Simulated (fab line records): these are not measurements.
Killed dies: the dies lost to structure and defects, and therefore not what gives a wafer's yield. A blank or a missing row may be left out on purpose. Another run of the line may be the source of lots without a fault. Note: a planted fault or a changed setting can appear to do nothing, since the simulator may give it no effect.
A struck lot beside a sound one :: flow sky130 :: 18 steps out of a route of 708
Sound: these wafers, L962.1, L962.3, L962.4. Struck: wafers L953.4, L953.5 (left out: L953.1, a lot-mate that was not struck); the cause follows at the end.
Each step with rows lists, per side, the tool, then ch with its chambers, then its first start. Under that, the readings that differ: sound wafers :: struck wafers :: difference of the means :: sigmas: that difference in standard deviations of wafers without a fault.
alike: a reading whose means differ by less than 2 such deviations, as well as words and numbers matching on both sides. not compared: withheld readings; readings where some wafer has no value; bounds like >300 that might hide an equal value; numbers whose values overlap and for which the record gives no deviation.
The two part at a step that has a row with sigmas, a row that says differs or no value, or rows on one side only. Numbers that have no deviation but don't overlap get no sigmas and don't part them. A reading that every wafer of one side lacks parts them only if that side has two wafers or more.

first, 3 steps without rows for these wafers: SKY_VIA1_EXPOSE_09 (exposes mask VIM, target cd 150 nm); SKY_VIA1_PEB_10; SKY_VIA1_DEVELOP_11 (develop time 60 s).
SKY_VIA1_CD_MEAS_12: the cd target is 150 nm.
  struck on cd_sem-02, day 34 23:25; sound on cd_sem-01, day 38 11:14
  alike: cd_nm
SKY_VIA1_OVL_MEAS_13:
  struck on overlay-01, day 34 23:32; sound on overlay-01, day 38 11:21
  alike: VIA1_OVL
SKY_VIA1_ETCH_14: etches BARC in N2/H2, stops on SiO2, time 45.9 s, target depth 60 nm.
  sound on rie_diel-02 ch 0,2,3, day 38 11:23; struck on rie_diel-04 ch 2, day 34 23:34
  alike: drypump_motor_current_A, oes_product_au, throttle_valve_pct
  not compared: rf_hours_counter_h
SKY_VIA1_ETCH_15: etches SiO2 in C4F8/O2/Ar, stops on TiN, target depth 351 nm, time 54 s.
  sound on rie_diel-02 ch 0,2,3, day 38 11:26; struck on rie_diel-04 ch 2, day 34 23:36
  alike: oes_product_au
  not compared: rf_hours_counter_h
SKY_VIA1_STRIP_16: strips in O2/N2.
  sound on plasma_asher-01 ch 0,1, day 38 11:29; struck on plasma_asher-03 ch 0,1, day 34 23:39
  alike: drypump_motor_current_A, oes_product_au, strip_time_to_endpoint_s
  not compared: rf_hours_counter_h
then, 3 steps without rows for these wafers: SKY_VIA1_STRIP_17 (strips in post etch residue remover, time 1200 s); SKY_VIA1_CLEAN_18 (cleans in IPA, time 180 s); SKY_VIA1_CLEAN_19 (cleans in O3/DIW).
SKY_VIA1_SPUTTER_20: material TiN, target thk 20 nm, time 80 s.
  struck on pvd_sputter-04, day 35 00:14; sound on pvd_sputter-02, day 38 12:10
  alike: cathode_dc_power_W, throttle_valve_pct
SKY_VIA1_CVD_21: deposits W, target thk 270 nm, time 80.902 s.
  sound on cvd_w-01 ch 0,1, day 38 12:13; struck on cvd_w-01 ch 0, day 35 00:18
reading: model.W_of_VIA1_CVD_21.thk_nm (nm)
sound: 276.7 270.1 273.2
struck: 152.1 150.6
difference: -122.0
sigmas: 
  alike: heater_power_w
SKY_VIA1_RS_MEAS_22: uses a four-point probe to measure.
  struck on film_metro-03, day 35 00:41; sound on film_metro-01, day 38 12:19
reading: VIA1_W_RS (ohm/sq)
sound: 0.416 0.426 0.421
struck: 0.767 0.773
difference: +0.349
sigmas: +85
  not compared: hold
SKY_VIA1_THK_MEAS_23: measures by xrf.
  struck on film_metro-03, day 35 02:58; sound on film_metro-01, day 38 12:26
reading: VIA1_W_THK (nm)
sound: 278.4 271.8 275.6
struck: 151.1 150.9
difference: -124.3
sigmas: -43
  not compared: hold
SKY_VIA1_CMP_24: polishes, stops on SiO2, t overpolish 15 s, target thk 0 nm.
  sound on cmp-02 ch 0,1,2, day 38 12:29; struck on cmp-02 ch 2,3, day 35 05:59
reading: hold
sound: - - -
struck: await_dispo/2.9h/release await_dispo/2.9h/release
difference: no value on the sound wafers
sigmas: 

reading: time_to_endpoint_s (s)
sound: 69 65 70
struck: 38 37
difference: -30
sigmas: -10
  alike: motor_current_A, slurry_flow_ml_min
SKY_METAL2_SPUTTER_00: material Ti, target thk 15 nm, time 10 s.
  struck on pvd_sputter-01, day 35 06:14; sound on pvd_sputter-03, day 38 12:47
  alike: cathode_dc_power_W, throttle_valve_pct
after that, 1 step had no rows for these wafers: SKY_PAD_OPEN_PROBE_99.

== WHERE THEY PART ==
First at SKY_VIA1_RS_MEAS_22; last, within this record, at SKY_VIA1_CMP_24. Later steps at which nothing parts them and some readings are alike: SKY_METAL2_SPUTTER_00.

WHY: what the simulator had put in
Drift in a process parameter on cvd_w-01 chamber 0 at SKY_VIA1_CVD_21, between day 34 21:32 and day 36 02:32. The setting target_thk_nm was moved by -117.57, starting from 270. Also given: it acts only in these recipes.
